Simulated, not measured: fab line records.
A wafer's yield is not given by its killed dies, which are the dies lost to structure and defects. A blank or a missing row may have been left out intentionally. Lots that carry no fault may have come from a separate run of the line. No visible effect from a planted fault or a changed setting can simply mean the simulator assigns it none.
Matching of chambers ; flow sky130 ; 4 sister chambers for SKY_VIA3_CMP_24 on cmp-02
The step polishes, stops on SiO2, t overpolish 20 s, target thk 0 nm. 14 wafers are shown with their chamber, then 7 later ones without.

== WAFERS WITH THEIR CHAMBER ==
wafer;chamber;motor-current-A (A);overpolish-run-s (s);time-to-endpoint-s (s)
L501.2;2;10.8;20.009;93.0
L501.3;1;10.8;20.004;91.4
L501.4;3;11.5;19.999;93.5
L502.1;1;10.7;19.996;100.4
L502.5;2;11.2;20.016;97.2
L502.6;3;11.8;20.010;98.0
L505.1;0;12.6;20.012;97.1
L505.3;2;11.1;20.006;96.1
L505.4;3;12.4;20.006;93.9
L509.3;3;11.7;19.986;94.6
L509.5;1;10.4;19.983;92.4
L509.6;2;11.1;20.006;92.5
L513.1;0;12.7;20.014;89.4
L513.5;0;12.7;20.014;92.5

SIGNATURES (averages over the wafers above)
reading;chamber 0;chamber 1;chamber 2;chamber 3;scatter within a chamber
motor-current-A;12.667;10.633;11.050;11.850;0.252
overpolish-run-s;20.01333;19.99433;20.00925;20.00025;0.00792
time-to-endpoint-s;93.000;94.733;94.700;95.000;3.27
Rule: for each reading, subtract the chamber's mean from the wafer's reading, divide by that reading's scatter and square the result; add these up over the readings and take the root, which gives the wafer's distance from the chamber. If the next closest chamber is less than 2 further off than the closest, the wafer can't be placed; otherwise it belongs to the closest. The scatter is the square root of a quotient: the sum, over the shown wafers, of each reading's squared deviation from its chamber's mean, divided by wafers minus chambers.

== WAFERS WHOSE CHAMBER IS MISSING ==
wafer;motor-current-A (A);overpolish-run-s (s);time-to-endpoint-s (s)
L513.6;10.5;19.993;89.2
L522.2;11.9;19.985;93.2
L522.3;10.3;20.002;89.4
L522.4;12.5;19.981;92.4
L524.1;10.5;20.010;94.3
L524.3;10.6;19.998;90.6
L524.5;13.2;20.003;91.8

== CHAMBER TAKEN BY EACH ==
wafer;from the rows above;in truth
L513.6;can't be placed: 1 or 2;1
L522.2;3;3
L522.3;can't be placed: 1 or 2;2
L522.4;can't be placed: 3 or 0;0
L524.1;can't be placed: 1 or 2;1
L524.3;can't be placed: 1 or 2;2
L524.5;0;0
Correct placement for 2 of the 7. These rows do not allow placing 5 (true chamber among the candidates in 5). Number placed wrongly: 0.
